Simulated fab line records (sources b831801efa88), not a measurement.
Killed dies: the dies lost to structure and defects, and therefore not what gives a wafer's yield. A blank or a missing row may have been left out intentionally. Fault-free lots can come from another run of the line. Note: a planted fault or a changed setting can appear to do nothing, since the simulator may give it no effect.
fab line records / flow sky130
[record] lots = 13 wafers = 37 lastDay = 50
route steps=708 shown METAL1@439 VIA1@482 METAL2@486 PAD_OPEN@708
lots untouched by any fault: they come from a run of this same line in which no faults occurred
startH: hours from the record's opening day to when the first of the lot's shown wafers began / waitH: hours from the lot's prior step to this one / " the same as in the row above / L1.1+2: a row that stands for several wafers / - no value, or no start given / * or withheld: withheld / < > ~ a bound
route shown NAME@n: a module of which the file shows steps, and the number in the route of the first / usual: the fault-free wafers' mean and standard deviation / same: alike in all rows / chamber/n: place in a boat / sites: readings site by site / _std_site: standard deviation of those values / _edge_site: mean of outer sites minus mean of inner sites / radiusMm: how far each site lies from the wafer's centre / mask NAME#n: copy n / behind: tool/chamber where the wafer was last shaped / hold: cause of the lot's hold/its duration in hours/its outcome / device: which transistor (n, p or np) failed to switch / end of line: at the end of the route, the tests of the same wafers / for a step that has no rows: nothing shown but its recipe / killed: the dies lost at the first sort to structure and to defects; this is not the yield of the wafer / map: a wafer's dies, x killed, . not, _ none there
set.NAME: the run value of the setting; set.NAME@STEP: its run value at that earlier step / model.NAME: the simulator's own value behind a step, which no gauge read
route steps across a sampled set of lots; one table per step, one row per wafer
services: the hour from which a tool's chamber was out of use, counted from the record's first day as startH (under 0 if before that day), plus the number of hours and why
[[steps]]
[step SKY_METAL1_RS_MEAS_05]
[recipe] thkMeasGauge = four-point-probe reads = TiN_of_METAL1_SPUTTER_04+Ti_of_METAL1_SPUTTER_03+AlCu_of_METAL1_SPUTTER_02+TiN_of_METAL1_SPUTTER_01+Ti_of_METAL1_SPUTTER_00
[usual] METAL1_ALCU_RS = 0.1272/0.0014
lot.wafer=L865.1 tool=filmMetro-02 chamber=- startH=735.61 waitH=0.0 METAL1_ALCU_RS[ohm/sq]=0.1253
lot.wafer=L865.2 tool=filmMetro-02 chamber=- startH=735.61 waitH=0.0 METAL1_ALCU_RS[ohm/sq]=0.1240
lot.wafer=L865.5 tool=filmMetro-02 chamber=- startH=735.61 waitH=0.0 METAL1_ALCU_RS[ohm/sq]=0.1258
lot.wafer=L866.2 tool=filmMetro-01 chamber=- startH=744.96 waitH=0.0 METAL1_ALCU_RS[ohm/sq]=0.1252
lot.wafer=L866.3 tool=filmMetro-01 chamber=- startH=744.96 waitH=0.0 METAL1_ALCU_RS[ohm/sq]=0.1252
lot.wafer=L866.5 tool=filmMetro-01 chamber=- startH=744.96 waitH=0.0 METAL1_ALCU_RS[ohm/sq]=0.1266
lot.wafer=L867.3 tool=filmMetro-03 chamber=- startH=748.18 waitH=0.1 METAL1_ALCU_RS[ohm/sq]=0.1245
lot.wafer=L867.5 tool=filmMetro-03 chamber=- startH=748.18 waitH=0.1 METAL1_ALCU_RS[ohm/sq]=0.1253
lot.wafer=L867.6 tool=filmMetro-03 chamber=- startH=748.18 waitH=0.1 METAL1_ALCU_RS[ohm/sq]=0.1265
lot.wafer=L868.3 tool=filmMetro-03 chamber=- startH=760.93 waitH=0.1 METAL1_ALCU_RS[ohm/sq]=0.1263
lot.wafer=L868.4 tool=filmMetro-03 chamber=- startH=760.93 waitH=0.1 METAL1_ALCU_RS[ohm/sq]=0.1285
lot.wafer=L868.5 tool=filmMetro-03 chamber=- startH=760.93 waitH=0.1 METAL1_ALCU_RS[ohm/sq]=0.1280
lot.wafer=L869.1 tool=filmMetro-01 chamber=- startH=774.15 waitH=0.0 METAL1_ALCU_RS[ohm/sq]=0.1272
lot.wafer=L869.2 tool=filmMetro-01 chamber=- startH=774.15 waitH=0.0 METAL1_ALCU_RS[ohm/sq]=0.1268
lot.wafer=L869.5 tool=filmMetro-01 chamber=- startH=774.15 waitH=0.0 METAL1_ALCU_RS[ohm/sq]=0.1243
lot.wafer=L870.2 tool=filmMetro-01 chamber=- startH=775.35 waitH=0.0 METAL1_ALCU_RS[ohm/sq]=0.1272
lot.wafer=L870.5 tool=filmMetro-01 chamber=- startH=775.35 waitH=0.0 METAL1_ALCU_RS[ohm/sq]=0.1266
lot.wafer=L870.6 tool=filmMetro-01 chamber=- startH=775.35 waitH=0.0 METAL1_ALCU_RS[ohm/sq]=0.1280
lot.wafer=L871.1 tool=filmMetro-02 chamber=- startH=781.87 waitH=0.0 METAL1_ALCU_RS[ohm/sq]=0.1285
lot.wafer=L871.2 tool=filmMetro-02 chamber=- startH=781.87 waitH=0.0 METAL1_ALCU_RS[ohm/sq]=0.1304
lot.wafer=L871.3 tool=filmMetro-02 chamber=- startH=781.87 waitH=0.0 METAL1_ALCU_RS[ohm/sq]=0.1284
lot.wafer=L876.3 tool=filmMetro-03 chamber=- startH=830.97 waitH=0.1 METAL1_ALCU_RS[ohm/sq]=0.1286
lot.wafer=L876.4 tool=filmMetro-03 chamber=- startH=830.97 waitH=0.1 METAL1_ALCU_RS[ohm/sq]=0.1284
lot.wafer=L879.4 tool=filmMetro-02 chamber=- startH=850.35 waitH=0.1 METAL1_ALCU_RS[ohm/sq]=0.1268
lot.wafer=L879.6 tool=filmMetro-02 chamber=- startH=850.35 waitH=0.1 METAL1_ALCU_RS[ohm/sq]=0.1271
lot.wafer=L881.1 tool=filmMetro-03 chamber=- startH=869.07 waitH=0.0 METAL1_ALCU_RS[ohm/sq]=0.1290
lot.wafer=L881.3 tool=filmMetro-03 chamber=- startH=869.07 waitH=0.0 METAL1_ALCU_RS[ohm/sq]=0.1295
lot.wafer=L881.4 tool=filmMetro-03 chamber=- startH=869.07 waitH=0.0 METAL1_ALCU_RS[ohm/sq]=0.1279
lot.wafer=L882.2 tool=filmMetro-02 chamber=- startH=871.00 waitH=0.0 METAL1_ALCU_RS[ohm/sq]=0.1284
lot.wafer=L882.4 tool=filmMetro-02 chamber=- startH=871.00 waitH=0.0 METAL1_ALCU_RS[ohm/sq]=0.1282
lot.wafer=L882.5 tool=filmMetro-02 chamber=- startH=871.00 waitH=0.0 METAL1_ALCU_RS[ohm/sq]=0.1286
lot.wafer=L886.1 tool=filmMetro-02 chamber=- startH=915.49 waitH=0.0 METAL1_ALCU_RS[ohm/sq]=0.1279
lot.wafer=L886.3 tool=filmMetro-02 chamber=- startH=915.49 waitH=0.0 METAL1_ALCU_RS[ohm/sq]=0.1270
lot.wafer=L886.6 tool=filmMetro-02 chamber=- startH=915.49 waitH=0.0 METAL1_ALCU_RS[ohm/sq]=0.1285
lot.wafer=L887.1 tool=filmMetro-02 chamber=- startH=916.18 waitH=0.1 METAL1_ALCU_RS[ohm/sq]=0.1290
lot.wafer=L887.2 tool=filmMetro-02 chamber=- startH=916.18 waitH=0.1 METAL1_ALCU_RS[ohm/sq]=0.1278
lot.wafer=L887.4 tool=filmMetro-02 chamber=- startH=916.18 waitH=0.1 METAL1_ALCU_RS[ohm/sq]=0.1280
[step SKY_VIA1_CMP_24]
[recipe] stopOn = SiO2 tOverpolishS = 15 downForcePsi = 3.5 platenRpm = 60 targetThkNm = 0 padVelocityMS = 0.94248
[usual] motorCurrentA = 11.1/0.99 overpolishRunS = 15.001/0.0083 retainingRingPressureFrac = 1.000/0.0053 timeToEndpointS = 65/3.1
lot.wafer=L865.2 tool=cmp-02 chamber=2 startH=792.80 waitH=0.2 motorCurrentA=10.5 overpolishRunS=15.000 retainingRingPressureFrac=0.999 timeToEndpointS=69
lot.wafer=L865.1 tool=cmp-02 chamber=0 startH=792.80 waitH=0.2 motorCurrentA=11.3 overpolishRunS=15.011 retainingRingPressureFrac=0.994 timeToEndpointS=60
lot.wafer=L865.5 tool=cmp-02 chamber=2 startH=792.80 waitH=0.2 motorCurrentA=10.6 overpolishRunS=14.988 retainingRingPressureFrac=0.995 timeToEndpointS=69
lot.wafer=L866.2 tool=cmp-01 chamber=0 startH=800.51 waitH=0.1 motorCurrentA=11.6 overpolishRunS=14.995 retainingRingPressureFrac=1.005 timeToEndpointS=68
lot.wafer=L866.3 tool=cmp-01 chamber=2 startH=800.51 waitH=0.1 motorCurrentA=11.1 overpolishRunS=14.986 retainingRingPressureFrac=1.012 timeToEndpointS=69
lot.wafer=L866.5 tool=cmp-01 chamber=1 startH=800.51 waitH=0.1 motorCurrentA=10.9 overpolishRunS=15.008 retainingRingPressureFrac=1.005 timeToEndpointS=67
lot.wafer=L867.3 tool=cmp-02 chamber=3 startH=803.63 waitH=0.1 motorCurrentA=10.4 overpolishRunS=14.995 retainingRingPressureFrac=1.005 timeToEndpointS=64
lot.wafer=L867.6 tool=cmp-02 chamber=2 startH=803.63 waitH=0.1 motorCurrentA=10.4 overpolishRunS=15.002 retainingRingPressureFrac=0.995 timeToEndpointS=66
lot.wafer=L867.5 tool=cmp-02 chamber=3 startH=803.63 waitH=0.1 motorCurrentA=9.5 overpolishRunS=15.005 retainingRingPressureFrac=0.989 timeToEndpointS=67
lot.wafer=L868.4 tool=cmp-02 chamber=1 startH=817.09 waitH=0.0 motorCurrentA=12.8 overpolishRunS=14.998 retainingRingPressureFrac=0.998 timeToEndpointS=56
lot.wafer=L868.3 tool=cmp-02 chamber=0 startH=817.09 waitH=0.0 motorCurrentA=11.4 overpolishRunS=14.998 retainingRingPressureFrac=1.002 timeToEndpointS=59
lot.wafer=L868.5 tool=cmp-02 chamber=2 startH=817.09 waitH=0.0 motorCurrentA=10.2 overpolishRunS=15.011 retainingRingPressureFrac=1.002 timeToEndpointS=65
lot.wafer=L869.1 tool=cmp-02 chamber=0 startH=829.59 waitH=0.4 motorCurrentA=11.7 overpolishRunS=14.986 retainingRingPressureFrac=1.003 timeToEndpointS=62
lot.wafer=L869.2 tool=cmp-02 chamber=1 startH=829.59 waitH=0.4 motorCurrentA=12.8 overpolishRunS=14.996 retainingRingPressureFrac=0.998 timeToEndpointS=64
lot.wafer=L869.5 tool=cmp-02 chamber=0 startH=829.59 waitH=0.4 motorCurrentA=11.4 overpolishRunS=15.007 retainingRingPressureFrac=1.001 timeToEndpointS=60
lot.wafer=L870.2 tool=cmp-02 chamber=1 startH=830.24 waitH=0.6 motorCurrentA=13.3 overpolishRunS=14.997 retainingRingPressureFrac=0.998 timeToEndpointS=60
lot.wafer=L870.5 tool=cmp-02 chamber=0 startH=830.24 waitH=0.6 motorCurrentA=11.7 overpolishRunS=14.997 retainingRingPressureFrac=0.998 timeToEndpointS=62
lot.wafer=L870.6 tool=cmp-02 chamber=1 startH=830.24 waitH=0.6 motorCurrentA=13.1 overpolishRunS=15.003 retainingRingPressureFrac=0.999 timeToEndpointS=62
lot.wafer=L871.2 tool=cmp-02 chamber=0 startH=837.82 waitH=0.0 motorCurrentA=11.8 overpolishRunS=14.987 retainingRingPressureFrac=0.996 timeToEndpointS=66
lot.wafer=L871.3 tool=cmp-02 chamber=1 startH=837.82 waitH=0.0 motorCurrentA=13.1 overpolishRunS=15.008 retainingRingPressureFrac=1.000 timeToEndpointS=63
lot.wafer=L871.1 tool=cmp-02 chamber=3 startH=837.82 waitH=0.0 motorCurrentA=10.7 overpolishRunS=15.016 retainingRingPressureFrac=1.000 timeToEndpointS=71
lot.wafer=L876.3 tool=cmp-02 chamber=1 startH=886.51 waitH=0.4 motorCurrentA=13.2 overpolishRunS=15.008 retainingRingPressureFrac=0.999 timeToEndpointS=61
lot.wafer=L876.4 tool=cmp-02 chamber=2 startH=886.51 waitH=0.4 motorCurrentA=10.4 overpolishRunS=14.995 retainingRingPressureFrac=1.005 timeToEndpointS=39
lot.wafer=L879.4 tool=cmp-02 chamber=1 startH=906.25 waitH=0.1 motorCurrentA=13.5 overpolishRunS=14.986 retainingRingPressureFrac=0.998 timeToEndpointS=32
lot.wafer=L879.6 tool=cmp-02 chamber=0 startH=906.25 waitH=0.1 motorCurrentA=12.0 overpolishRunS=15.012 retainingRingPressureFrac=1.004 timeToEndpointS=61
lot.wafer=L881.4 tool=cmp-01 chamber=2 startH=923.08 waitH=0.1 motorCurrentA=11.0 overpolishRunS=14.988 retainingRingPressureFrac=1.003 timeToEndpointS=66
lot.wafer=L881.3 tool=cmp-01 chamber=3 startH=923.08 waitH=0.1 motorCurrentA=11.2 overpolishRunS=15.003 retainingRingPressureFrac=1.000 timeToEndpointS=68
lot.wafer=L881.1 tool=cmp-01 chamber=0 startH=923.08 waitH=0.1 motorCurrentA=11.0 overpolishRunS=14.995 retainingRingPressureFrac=0.994 timeToEndpointS=70
lot.wafer=L882.4 tool=cmp-01 chamber=1 startH=924.78 waitH=0.0 motorCurrentA=11.0 overpolishRunS=15.003 retainingRingPressureFrac=1.004 timeToEndpointS=64
lot.wafer=L882.2 tool=cmp-01 chamber=0 startH=924.78 waitH=0.0 motorCurrentA=10.8 overpolishRunS=15.001 retainingRingPressureFrac=0.996 timeToEndpointS=66
lot.wafer=L882.5 tool=cmp-01 chamber=2 startH=924.78 waitH=0.0 motorCurrentA=11.7 overpolishRunS=15.003 retainingRingPressureFrac=1.008 timeToEndpointS=64
lot.wafer=L886.1 tool=cmp-01 chamber=3 startH=967.52 waitH=0.1 motorCurrentA=10.4 overpolishRunS=14.985 retainingRingPressureFrac=1.001 timeToEndpointS=69
lot.wafer=L886.3 tool=cmp-01 chamber=0 startH=967.52 waitH=0.1 motorCurrentA=11.2 overpolishRunS=15.008 retainingRingPressureFrac=0.999 timeToEndpointS=66
lot.wafer=L886.6 tool=cmp-01 chamber=0 startH=967.52 waitH=0.1 motorCurrentA=11.1 overpolishRunS=14.996 retainingRingPressureFrac=1.001 timeToEndpointS=65
lot.wafer=L887.4 tool=cmp-01 chamber=3 startH=967.96 waitH=0.0 motorCurrentA=10.6 overpolishRunS=15.004 retainingRingPressureFrac=1.008 timeToEndpointS=66
lot.wafer=L887.2 tool=cmp-01 chamber=1 startH=967.96 waitH=0.0 motorCurrentA=10.9 overpolishRunS=15.000 retainingRingPressureFrac=1.000 timeToEndpointS=66
lot.wafer=L887.1 tool=cmp-01 chamber=2 startH=967.96 waitH=0.0 motorCurrentA=10.9 overpolishRunS=14.990 retainingRingPressureFrac=1.007 timeToEndpointS=69
[step SKY_METAL2_SPUTTER_03]
[recipe] material = Ti targetThkNm = 5 powerW = 3000 timeS = 3.3 chamberPressurePa = 0.4
[usual] throttleValvePct = 29.2/0.93
lot.wafer=L865.1 tool=pvdSputter-01 chamber=- startH=793.12 waitH=0.0 throttleValvePct=29.3
lot.wafer=L865.2 tool=pvdSputter-01 chamber=- startH=793.12 waitH=0.0 throttleValvePct=29.6
lot.wafer=L865.5 tool=pvdSputter-01 chamber=- startH=793.12 waitH=0.0 throttleValvePct=28.6
lot.wafer=L866.2 tool=pvdSputter-02 chamber=- startH=800.88 waitH=0.0 throttleValvePct=31.2
lot.wafer=L866.3 tool=pvdSputter-02 chamber=- startH=800.88 waitH=0.0 throttleValvePct=30.1
lot.wafer=L866.5 tool=pvdSputter-02 chamber=- startH=800.88 waitH=0.0 throttleValvePct=27.9
lot.wafer=L867.3 tool=pvdSputter-02 chamber=- startH=803.95 waitH=0.0 throttleValvePct=28.0
lot.wafer=L867.5 tool=pvdSputter-02 chamber=- startH=803.95 waitH=0.0 throttleValvePct=29.1
lot.wafer=L867.6 tool=pvdSputter-02 chamber=- startH=803.95 waitH=0.0 throttleValvePct=27.8
lot.wafer=L868.3 tool=pvdSputter-02 chamber=- startH=817.46 waitH=0.0 throttleValvePct=29.4
lot.wafer=L868.4 tool=pvdSputter-02 chamber=- startH=817.46 waitH=0.0 throttleValvePct=27.8
lot.wafer=L868.5 tool=pvdSputter-02 chamber=- startH=817.46 waitH=0.0 throttleValvePct=27.9
lot.wafer=L869.1 tool=pvdSputter-02 chamber=- startH=829.97 waitH=0.0 throttleValvePct=30.0
lot.wafer=L869.2 tool=pvdSputter-02 chamber=- startH=829.97 waitH=0.0 throttleValvePct=31.2
lot.wafer=L869.5 tool=pvdSputter-02 chamber=- startH=829.97 waitH=0.0 throttleValvePct=29.7
lot.wafer=L870.2 tool=pvdSputter-01 chamber=- startH=830.57 waitH=0.0 throttleValvePct=28.4
lot.wafer=L870.5 tool=pvdSputter-01 chamber=- startH=830.57 waitH=0.0 throttleValvePct=28.5
lot.wafer=L870.6 tool=pvdSputter-01 chamber=- startH=830.57 waitH=0.0 throttleValvePct=29.4
lot.wafer=L871.1 tool=pvdSputter-04 chamber=- startH=838.19 waitH=0.0 throttleValvePct=29.3
lot.wafer=L871.2 tool=pvdSputter-04 chamber=- startH=838.19 waitH=0.0 throttleValvePct=29.4
lot.wafer=L871.3 tool=pvdSputter-04 chamber=- startH=838.19 waitH=0.0 throttleValvePct=27.4
lot.wafer=L876.3 tool=pvdSputter-01 chamber=- startH=886.78 waitH=0.0 throttleValvePct=29.1
lot.wafer=L876.4 tool=pvdSputter-01 chamber=- startH=886.78 waitH=0.0 throttleValvePct=29.7
lot.wafer=L879.4 tool=pvdSputter-02 chamber=- startH=906.52 waitH=0.0 throttleValvePct=29.3
lot.wafer=L879.6 tool=pvdSputter-02 chamber=- startH=906.52 waitH=0.0 throttleValvePct=27.8
lot.wafer=L881.1 tool=pvdSputter-01 chamber=- startH=923.41 waitH=0.0 throttleValvePct=29.4
lot.wafer=L881.3 tool=pvdSputter-01 chamber=- startH=923.41 waitH=0.0 throttleValvePct=29.6
lot.wafer=L881.4 tool=pvdSputter-01 chamber=- startH=923.41 waitH=0.0 throttleValvePct=28.2
lot.wafer=L882.2 tool=pvdSputter-01 chamber=- startH=925.16 waitH=0.0 throttleValvePct=28.4
lot.wafer=L882.4 tool=pvdSputter-01 chamber=- startH=925.16 waitH=0.0 throttleValvePct=29.2
lot.wafer=L882.5 tool=pvdSputter-01 chamber=- startH=925.16 waitH=0.0 throttleValvePct=29.1
lot.wafer=L886.1 tool=pvdSputter-04 chamber=- startH=967.89 waitH=0.0 throttleValvePct=27.3
lot.wafer=L886.3 tool=pvdSputter-04 chamber=- startH=967.89 waitH=0.0 throttleValvePct=29.4
lot.wafer=L886.6 tool=pvdSputter-04 chamber=- startH=967.89 waitH=0.0 throttleValvePct=30.2
lot.wafer=L887.1 tool=pvdSputter-01 chamber=- startH=968.33 waitH=0.0 throttleValvePct=28.5
lot.wafer=L887.2 tool=pvdSputter-01 chamber=- startH=968.33 waitH=0.0 throttleValvePct=29.2
lot.wafer=L887.4 tool=pvdSputter-01 chamber=- startH=968.33 waitH=0.0 throttleValvePct=29.2
[step SKY_METAL2_OVL_MEAS_16]
[usual] METAL2_OVL = -3/5
lot.wafer=L865.1 tool=overlay-02 chamber=- startH=820.23 waitH=0.1 METAL2_OVL[nm]=2
lot.wafer=L865.2 tool=overlay-02 chamber=- startH=820.23 waitH=0.1 METAL2_OVL[nm]=6
lot.wafer=L865.5 tool=overlay-02 chamber=- startH=820.23 waitH=0.1 METAL2_OVL[nm]=0
lot.wafer=L866.2 tool=overlay-01 chamber=- startH=827.21 waitH=0.1 METAL2_OVL[nm]=4
lot.wafer=L866.3 tool=overlay-01 chamber=- startH=827.21 waitH=0.1 METAL2_OVL[nm]=0
lot.wafer=L866.5 tool=overlay-01 chamber=- startH=827.21 waitH=0.1 METAL2_OVL[nm]=-7
lot.wafer=L867.3 tool=overlay-02 chamber=- startH=830.40 waitH=0.1 METAL2_OVL[nm]=-16
lot.wafer=L867.5 tool=overlay-02 chamber=- startH=830.40 waitH=0.1 METAL2_OVL[nm]=-6
lot.wafer=L867.6 tool=overlay-02 chamber=- startH=830.40 waitH=0.1 METAL2_OVL[nm]=-7
lot.wafer=L868.3 tool=overlay-01 chamber=- startH=843.45 waitH=0.1 METAL2_OVL[nm]=-11
lot.wafer=L868.4 tool=overlay-01 chamber=- startH=843.45 waitH=0.1 METAL2_OVL[nm]=-8
lot.wafer=L868.5 tool=overlay-01 chamber=- startH=843.45 waitH=0.1 METAL2_OVL[nm]=-8
lot.wafer=L869.1 tool=overlay-01 chamber=- startH=855.58 waitH=0.1 METAL2_OVL[nm]=-4
lot.wafer=L869.2 tool=overlay-01 chamber=- startH=855.58 waitH=0.1 METAL2_OVL[nm]=-1
lot.wafer=L869.5 tool=overlay-01 chamber=- startH=855.58 waitH=0.1 METAL2_OVL[nm]=1
lot.wafer=L870.2 tool=overlay-01 chamber=- startH=857.04 waitH=0.1 METAL2_OVL[nm]=4
lot.wafer=L870.5 tool=overlay-01 chamber=- startH=857.04 waitH=0.1 METAL2_OVL[nm]=-3
lot.wafer=L870.6 tool=overlay-01 chamber=- startH=857.04 waitH=0.1 METAL2_OVL[nm]=1
lot.wafer=L871.1 tool=overlay-01 chamber=- startH=864.58 waitH=0.1 METAL2_OVL[nm]=2
lot.wafer=L871.2 tool=overlay-01 chamber=- startH=864.58 waitH=0.1 METAL2_OVL[nm]=6
lot.wafer=L871.3 tool=overlay-01 chamber=- startH=864.58 waitH=0.1 METAL2_OVL[nm]=-3
lot.wafer=L876.3 tool=overlay-01 chamber=- startH=913.24 waitH=0.1 METAL2_OVL[nm]=-1
lot.wafer=L876.4 tool=overlay-01 chamber=- startH=913.24 waitH=0.1 METAL2_OVL[nm]=4
lot.wafer=L879.4 tool=overlay-02 chamber=- startH=931.95 waitH=0.1 METAL2_OVL[nm]=1
lot.wafer=L879.6 tool=overlay-02 chamber=- startH=931.95 waitH=0.1 METAL2_OVL[nm]=-3
lot.wafer=L881.1 tool=overlay-02 chamber=- startH=948.03 waitH=0.1 METAL2_OVL[nm]=7
lot.wafer=L881.3 tool=overlay-02 chamber=- startH=948.03 waitH=0.1 METAL2_OVL[nm]=2
lot.wafer=L881.4 tool=overlay-02 chamber=- startH=948.03 waitH=0.1 METAL2_OVL[nm]=4
lot.wafer=L882.2 tool=overlay-02 chamber=- startH=948.86 waitH=0.1 METAL2_OVL[nm]=-5
lot.wafer=L882.4 tool=overlay-02 chamber=- startH=948.86 waitH=0.1 METAL2_OVL[nm]=-2
lot.wafer=L882.5 tool=overlay-02 chamber=- startH=948.86 waitH=0.1 METAL2_OVL[nm]=-11
lot.wafer=L886.1 tool=overlay-01 chamber=- startH=991.63 waitH=0.1 METAL2_OVL[nm]=-7
lot.wafer=L886.3 tool=overlay-01 chamber=- startH=991.63 waitH=0.1 METAL2_OVL[nm]=-8
lot.wafer=L886.6 tool=overlay-01 chamber=- startH=991.63 waitH=0.1 METAL2_OVL[nm]=-7
lot.wafer=L887.1 tool=overlay-01 chamber=- startH=991.98 waitH=0.1 METAL2_OVL[nm]=-4
lot.wafer=L887.2 tool=overlay-01 chamber=- startH=991.98 waitH=0.1 METAL2_OVL[nm]=1
lot.wafer=L887.4 tool=overlay-01 chamber=- startH=991.98 waitH=0.1 METAL2_OVL[nm]=-1
[step SKY_PAD_OPEN_PROBE_99]
[usual] defectLimitedYield = 82.4/2 killed_at_M0_to_M3 = 44/6.5 killed_at_M4_up = 3.3/1.7 killedAtContacts = 25/5.3 killedAtFrontEnd = 15/5 killedAtOther = 0.2/0.47 killedDies = 87/9.9 killedOpen = 47/8 killedShort = 39/6.1 sort_bin_3_pad_short = 0.9/0.43 sort_bin_5_function = 10.4/1.5 sort_bin_6_memory = 6.2/1.2 sortNPass = 405/9.9 sortYieldPct = 82.4/2
[same] grossDies = 492 killedAtBackSide = 0 sort_bin_4_leakage[%] = 0 sort_bin_8_speed[%] = 0
lot.wafer=L865.1 tool=prober-01 chamber=- startH=1075.39 waitH=0.1 defectLimitedYield[%]=79.5 killed_at_M0_to_M3=51 killed_at_M4_up=1 killedAtContacts=26 killedAtFrontEnd=23 killedAtOther=0 killedDies=101 killedOpen=62 killedShort=39 sort_bin_3_pad_short[%]=0.8 sort_bin_5_function[%]=12.8 sort_bin_6_memory[%]=6.9 sortNPass=391 sortYieldPct[%]=79.5
lot.wafer=L865.2 tool=prober-01 chamber=- startH=1075.44 waitH=0.1 defectLimitedYield[%]=79.5 killed_at_M0_to_M3=62 killed_at_M4_up=4 killedAtContacts=23 killedAtFrontEnd=12 killedAtOther=0 killedDies=101 killedOpen=63 killedShort=38 sort_bin_3_pad_short[%]=1.4 sort_bin_5_function[%]=12.0 sort_bin_6_memory[%]=7.1 sortNPass=391 sortYieldPct[%]=79.5
lot.wafer=L865.5 tool=prober-01 chamber=- startH=1075.59 waitH=0.2 defectLimitedYield[%]=81.3 killed_at_M0_to_M3=43 killed_at_M4_up=0 killedAtContacts=26 killedAtFrontEnd=23 killedAtOther=0 killedDies=92 killedOpen=57 killedShort=35 sort_bin_3_pad_short[%]=0.8 sort_bin_5_function[%]=11.6 sort_bin_6_memory[%]=6.3 sortNPass=400 sortYieldPct[%]=81.3
lot.wafer=L876.3 tool=prober-02 chamber=- startH=1147.92 waitH=0.2 defectLimitedYield[%]=84.3 killed_at_M0_to_M3=40 killed_at_M4_up=3 killedAtContacts=22 killedAtFrontEnd=12 killedAtOther=0 killedDies=77 killedOpen=35 killedShort=42 sort_bin_3_pad_short[%]=1.2 sort_bin_5_function[%]=8.9 sort_bin_6_memory[%]=5.5 sortNPass=415 sortYieldPct[%]=84.3
lot.wafer=L876.4 tool=prober-02 chamber=- startH=1147.97 waitH=0.2 defectLimitedYield[%]=81.9 killed_at_M0_to_M3=46 killed_at_M4_up=3 killedAtContacts=34 killedAtFrontEnd=6 killedAtOther=0 killedDies=89 killedOpen=53 killedShort=36 sort_bin_3_pad_short[%]=1.0 sort_bin_5_function[%]=9.6 sort_bin_6_memory[%]=7.5 sortNPass=403 sortYieldPct[%]=81.9
lot.wafer=L879.4 tool=prober-01 chamber=- startH=1161.83 waitH=0.2 defectLimitedYield[%]=80.9 killed_at_M0_to_M3=45 killed_at_M4_up=7 killedAtContacts=35 killedAtFrontEnd=7 killedAtOther=0 killedDies=94 killedOpen=54 killedShort=40 sort_bin_3_pad_short[%]=1.4 sort_bin_5_function[%]=12.2 sort_bin_6_memory[%]=5.5 sortNPass=398 sortYieldPct[%]=80.9
lot.wafer=L879.6 tool=prober-01 chamber=- startH=1161.93 waitH=0.2 defectLimitedYield[%]=83.7 killed_at_M0_to_M3=40 killed_at_M4_up=3 killedAtContacts=21 killedAtFrontEnd=16 killedAtOther=0 killedDies=80 killedOpen=39 killedShort=41 sort_bin_3_pad_short[%]=1.0 sort_bin_5_function[%]=9.3 sort_bin_6_memory[%]=5.9 sortNPass=412 sortYieldPct[%]=83.7
// killed by level:class
L865.1 CONTACT:geometricParticle:open=13 VIA1:geometricParticle:open=13 FIELD_ISO:geometricParticle:short=8 FIELD_ISO:geometricParticle:open=8 LI_CONTACT:geometricParticle:open=8 VIA2:geometricParticle:open=7 VIA1:geometricParticle:short=6 POLY_GATE:geometricParticle:short=5
L865.2 VIA2:geometricParticle:open=12 CONTACT:geometricParticle:open=11 VIA1:geometricParticle:open=10 VIA3:geometricParticle:open=9 VIA1:geometricParticle:short=8 METAL1:geometricParticle:short=8 LI_CONTACT:geometricParticle:open=5 VIA3:geometricParticle:short=5
L865.5 VIA1:geometricParticle:open=12 CONTACT:geometricParticle:open=8 FIELD_ISO:geometricParticle:open=8 LI_CONTACT:geometricParticle:open=8 POLY_GATE:geometricParticle:open=6 VIA2:geometricParticle:open=6 METAL1:geometricParticle:short=5 VIA1:geometricParticle:short=5
L876.3 METAL1:geometricParticle:short=13 VIA1:geometricParticle:open=8 LI_CONTACT:geometricParticle:short=5 CONTACT:geometricParticle:open=5 VIA2:geometricParticle:open=5 LOCAL_INTERCONNECT:geometricParticle:short=4 VIA3:geometricParticle:short=4 METAL2:geometricParticle:short=3
L876.4 CONTACT:geometricParticle:open=11 VIA1:geometricParticle:open=10 LI_CONTACT:geometricParticle:open=9 VIA2:geometricParticle:open=7 CONTACT:geometricParticle:short=6 VIA3:geometricParticle:open=6 METAL2:geometricParticle:short=6 LOCAL_INTERCONNECT:geometricParticle:short=4
L879.4 CONTACT:geometricParticle:open=14 LI_CONTACT:geometricParticle:open=11 VIA2:geometricParticle:open=9 VIA3:geometricParticle:open=9 VIA1:geometricParticle:short=7 CONTACT:geometricParticle:short=6 POLY_GATE:geometricParticle:open=4 VIA1:geometricParticle:open=4
L879.6 CONTACT:geometricParticle:open=10 VIA1:geometricParticle:open=7 VIA3:geometricParticle:open=6 VIA1:geometricParticle:short=6 LOCAL_INTERCONNECT:geometricParticle:short=5 VIA3:geometricParticle:short=5 FIELD_ISO:geometricParticle:open=4 POLY_GATE:geometricParticle:open=4
[[services]]
tool=cmp-02 chamber=- startH=794.59 hours=6.5 kind=pm
tool=cmp-01 chamber=- startH=797.93 hours=1.4 kind=repair
tool=cmp-01 chamber=- startH=803.40 hours=0.2 kind=repair
tool=pvdSputter-02 chamber=- startH=826.13 hours=1.9 kind=repair
tool=cmp-01 chamber=- startH=827.74 hours=20.7 kind=repair
tool=pvdSputter-02 chamber=- startH=881.88 hours=6.8 kind=repair
tool=cmp-01 chamber=- startH=900.88 hours=0.4 kind=repair
tool=cmp-02 chamber=- startH=909.04 hours=2.0 kind=repair
tool=cmp-01 chamber=- startH=912.00 hours=4.0 kind=pm
tool=cmp-01 chamber=- startH=916.00 hours=- kind=consumableReplace:conditioner
tool=cmp-01 chamber=- startH=916.00 hours=- kind=consumableReplace:pad
tool=cmp-01 chamber=- startH=936.08 hours=2.0 kind=repair
tool=cmp-02 chamber=- startH=936.36 hours=2.5 kind=repair
tool=cmp-02 chamber=- startH=963.30 hours=0.8 kind=repair
tool=pvdSputter-02 chamber=- startH=968.13 hours=2.4 kind=repair
[[key]]
[firstSign] step = SKY_VIA1_CMP_24 reading = timeToEndpointS direction = down sigmas = 9.5 usual = * struck = *
effect none on later readings
metAt SKY_VIA1_CMP_24
struckLots L876,L879
struckWafers L876.4,L879.4
notActingAt SKY_METAL1_RS_MEAS_05,SKY_METAL2_SPUTTER_03,SKY_METAL2_OVL_MEAS_16
onsetBetween 837.82 886.51
[fault] kind = processParameterDrift tool = cmp-02 chamber = - onsetH = 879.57 steps = SKY_VIA1_CMP_24 channel = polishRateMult offset = 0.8 shape = step endH = 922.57 scope = struckWafersOnly
